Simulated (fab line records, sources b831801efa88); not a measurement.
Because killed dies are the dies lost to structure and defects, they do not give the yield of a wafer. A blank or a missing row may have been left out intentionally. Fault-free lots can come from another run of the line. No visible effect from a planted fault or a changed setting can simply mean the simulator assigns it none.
Struck lot and sound lot, side by side ; flow sky130 ; 18 steps out of a route of 708
Sound: wafers L434.3, L434.5, L434.6. Struck: wafer L451.1. (L451.5 of the same lot was not struck and is left out.) The cause comes at the end.
Order at every step that has rows: each side's tool, ch and its chambers, its first start. Under that, the readings that differ: sound wafers ; struck wafers ; difference of the means ; sigmas: that difference in standard deviations of wafers without a fault.
alike: readings whose means differ by less than 2 such deviations, and words and numbers that are the same on both sides. not compared: withheld readings, readings that some wafer has no value for, bounds like >300 that may hide the same value, and numbers for which the record gives no deviation and whose values overlap.
Wherever a step has rows on one side only, a row that says differs or no value, or a row with sigmas, the two part there. When numbers do not overlap yet have no deviation, they are printed without sigmas and do not part them. A reading missing from all wafers of one side parts the sides only when that side holds two or more wafers.

SKY_GATE_OXIDE_STRIP_13: strips in O2/N2.
  sound on plasma-asher-02 ch 0,1, day 15 17:05; struck on plasma-asher-02 ch 0, day 21 11:05
reading;sound;struck;difference;sigmas
rf-hours-counter-h (h);- - -;32;no value on the sound wafers;
  alike: drypump-motor-current-A, oes-product-au, strip-time-to-endpoint-s
SKY_GATE_OXIDE_TW_MEAS_14:
  struck on film-metro-04, day 21 11:11; sound on film-metro-03, day 15 17:10
reading;sound;struck;difference;sigmas
GATE_OXIDE_TW;221.2 223.0 222.3;226.4;+4.2;+2
then, 3 steps without rows for these wafers: SKY_GATE_OXIDE_CLEAN_15 (cleans in SC1/SC2, time 150 s); SKY_GATE_OXIDE_OXIDATION_16 (stabilise 600 s, purge 300 s, target thk 3.57 nm); SKY_POLY_GATE_CVD_00 (deposits poly-Si, target thk 180 nm, time 720 s).
SKY_POLY_GATE_THK_MEAS_01:
  struck on film-metro-03, day 21 14:02; sound on film-metro-03, day 16 02:40
  alike: POLY_GATE_CVD_00_THK
then, 6 steps without rows for these wafers: SKY_RES_PROTECT_DEHYDRATE_00 (time 60 s); SKY_RES_PROTECT_HMDS_01 (prime time 60 s); SKY_RES_PROTECT_COAT_02 (resist thk 1140 nm); SKY_RES_PROTECT_SOFTBAKE_03 (time 60 s); SKY_RES_PROTECT_EXPOSE_04 (exposes mask RPM, target cd 1270 nm); SKY_RES_PROTECT_PEB_05.
SKY_RES_PROTECT_DEVELOP_06: develop time 60 s.
  sound on litho-track-03 ch 0, day 17 06:52; struck on litho-track-03 ch 0, day 22 20:25
then, 1 step without rows for these wafers: SKY_POLY_GATE_IMPLANT_02.
SKY_RES_PROTECT_STRIP_07: strips in O2/N2.
  sound on plasma-asher-03 ch 0,1, day 17 07:09; struck on plasma-asher-03 ch 1, day 22 20:43
reading;sound;struck;difference;sigmas
rf-hours-counter-h (h);- - -;10;no value on the sound wafers;
  alike: drypump-motor-current-A, oes-product-au, strip-time-to-endpoint-s
SKY_RES_PROTECT_TW_MEAS_08:
  struck on film-metro-01, day 22 20:49; sound on film-metro-03, day 17 07:14
reading;sound;struck;difference;sigmas
POLY_GATE_TW;3989 4003 3992;30;-3965;-99 or more
then, 1 step without rows for these wafers: SKY_RES_PROTECT_CLEAN_09 (cleans in SC1/SC2, time 150 s).
SKY_PAD_OPEN_PROBE_99:
  the record has rows for the sound wafers here (prober-02, day 47 05:01) and none for the struck ones

## WHERE THEY PART
At SKY_GATE_OXIDE_STRIP_13 first; at SKY_PAD_OPEN_PROBE_99 last (within this record only).

WHY: the cause the simulator had injected
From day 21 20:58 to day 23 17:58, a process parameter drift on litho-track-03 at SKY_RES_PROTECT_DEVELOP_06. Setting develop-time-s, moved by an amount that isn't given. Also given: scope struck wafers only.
